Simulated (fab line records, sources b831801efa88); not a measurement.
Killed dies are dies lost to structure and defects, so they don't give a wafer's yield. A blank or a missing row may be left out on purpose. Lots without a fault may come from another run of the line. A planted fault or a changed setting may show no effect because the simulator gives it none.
Split-lot experiment | flow sfq_line | 5 lots, 27 wafers read, on a route of 325 steps

THE SPLIT
At SFQ_TRILAYER_I0_DEP_PECVD_027 (deposits SiO2 from SiH4/N2O, time 111.11 s, target thk 500 nm), the setting time_s was moved away from the recipe's 111.11 s on 9 of the 27 wafers read, by -47.8% to +47.7%. The other wafers ran this setting at the recipe's value.

The reading is taken at the split's own step.

THE READING
SiO2_of_TRILAYER_I0_DEP_PECVD_027.thk_nm (the simulator's own value, which no gauge read), in nm, at SFQ_TRILAYER_I0_DEP_PECVD_027 (deposits SiO2 from SiH4/N2O, time 111.11 s, target thk 500 nm). The file gives no usual value for it. The 18 wafers here that ran the recipe average 502.0 nm, standard deviation 6.1 nm.

wafer  | tool, chamber at the split | time_s as run, s | against the recipe | SiO2_of_TRILAYER_I0_DEP_PECVD_027.thk_nm, nm | against lot-mates on the recipe
L074.1 | pecvd-04, 2                | 111.11           | recipe             | 492.2                                        | -
L074.2 | pecvd-04, 1                | 111.11           | recipe             | 491.1                                        | -
L074.3 | pecvd-04, 0                | 57.97            | -47.8%             | 250.6                                        | -243.9
L074.4 | pecvd-04, 1                | 57.97            | -47.8%             | 260.3                                        | -234.2
L074.5 | pecvd-04, 2                | 111.11           | recipe             | 500.2                                        | -
L074.6 | pecvd-04, 0                | 57.97            | -47.8%             | 257.4                                        | -237.1
L078.1 | pecvd-01, 1                | 111.11           | recipe             | 498.9                                        | -
L078.2 | pecvd-01, 0                | 111.11           | recipe             | 504.9                                        | -
L078.3 | pecvd-01, 2                | 111.11           | recipe             | 503.5                                        | -
L078.4 | pecvd-01, 0                | 111.11           | recipe             | 508.6                                        | -
L078.5 | pecvd-01, 2                | 111.11           | recipe             | 514.6                                        | -
L078.6 | pecvd-01, 1                | 111.11           | recipe             | 504.1                                        | -
L079.1 | pecvd-01, 1                | 111.11           | recipe             | 501.5                                        | -
L079.2 | pecvd-01, 0                | 111.11           | recipe             | 500.2                                        | -
L079.3 | pecvd-01, 2                | 164.1            | +47.7%             | 742.7                                        | +239.7
L079.4 | pecvd-01, 1                | 164.1            | +47.7%             | 746.2                                        | +243.2
L079.5 | pecvd-01, 0                | 111.11           | recipe             | 507.3                                        | -
L079.6 | pecvd-01, 2                | 164.1            | +47.7%             | 756.2                                        | +253.2
L082.2 | pecvd-03, 2                | 111.11           | recipe             | 495.1                                        | -
L082.3 | pecvd-03, 0                | 111.11           | recipe             | 502                                          | -
L082.5 | pecvd-03, 0                | 111.11           | recipe             | 510.6                                        | -
L085.1 | pecvd-04, 0                | 77.54            | -30.2%             | 342.4                                        | -158.1
L085.2 | pecvd-04, 1                | 111.11           | recipe             | 494.1                                        | -
L085.3 | pecvd-04, 2                | 77.54            | -30.2%             | 346.2                                        | -154.3
L085.4 | pecvd-04, 2                | 111.11           | recipe             | 502.1                                        | -
L085.5 | pecvd-04, 0                | 77.54            | -30.2%             | 346.3                                        | -154.2
L085.6 | pecvd-04, 1                | 111.11           | recipe             | 505.3                                        | -

THE FIT
A straight line over all 27 wafers: SiO2_of_TRILAYER_I0_DEP_PECVD_027.thk_nm changes by +5.16 nm for each +1% of time_s; r = +1.00; the points scatter about the line by 5.8 nm.
The same after taking each lot's own level away (the mean of its wafers on the recipe; 27 wafers): +5.08 nm for each +1%; r = +1.00; scatter 5.1 nm.
On that fit, the largest move of time_s shifts the reading by 2.4e+02 nm.
The lots' own levels span 494.50 to 505.77 nm, that is 1.8 times the standard deviation above.
So the lot-to-lot level changes the slope little: the two slopes agree.
Check: with one of the wafers moved furthest among these (-47.8%) left out of the fit, the line predicts -242 nm for it against its lot-mates. It came out at -244 nm against them.

OTHER SPLITS ON THESE WAFERS
These wafers also went through other splits before the reading. Each is held against what the fit with the lots' levels taken away leaves over:
other split on the same wafers                  | wafers away from the commonest value | r with SiO2_of_TRILAYER_I0_DEP_PECVD_027.thk_nm (lot level and that fit taken away)
SFQ_TRILAYER_L0_BARC_OPEN_METAL_ETCH_010 time_s | 9                                    | +0.15
SFQ_TRILAYER_M0_DEP_SPUTTER_019 time_s          | 12                                   | +0.12

THE WHOLE CHAIN: every reading that the file lists as answering this split, in the file's order
step                          | what it does                                                  | reading                                                                                   | change (the file's fit)              | r (the file's)
SFQ_TRILAYER_I0_DEP_PECVD_027 | deposits SiO2 from SiH4/N2O, time 111.11 s, target thk 500 nm | SiO2_of_TRILAYER_I0_DEP_PECVD_027.thk_nm (the simulator's own value, which no gauge read) | +5.08 nm for each +1% of the setting | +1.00
SFQ_TRILAYER_I0_CMP_CMP_028   | polishes SiO2                                                 | time_to_endpoint_s                                                                        | withheld for each +1% of the setting | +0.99

THE FILE'S OWN FIT
SiO2_of_TRILAYER_I0_DEP_PECVD_027.thk_nm changes by +5.08 nm for each +1% of time_s, r = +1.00.
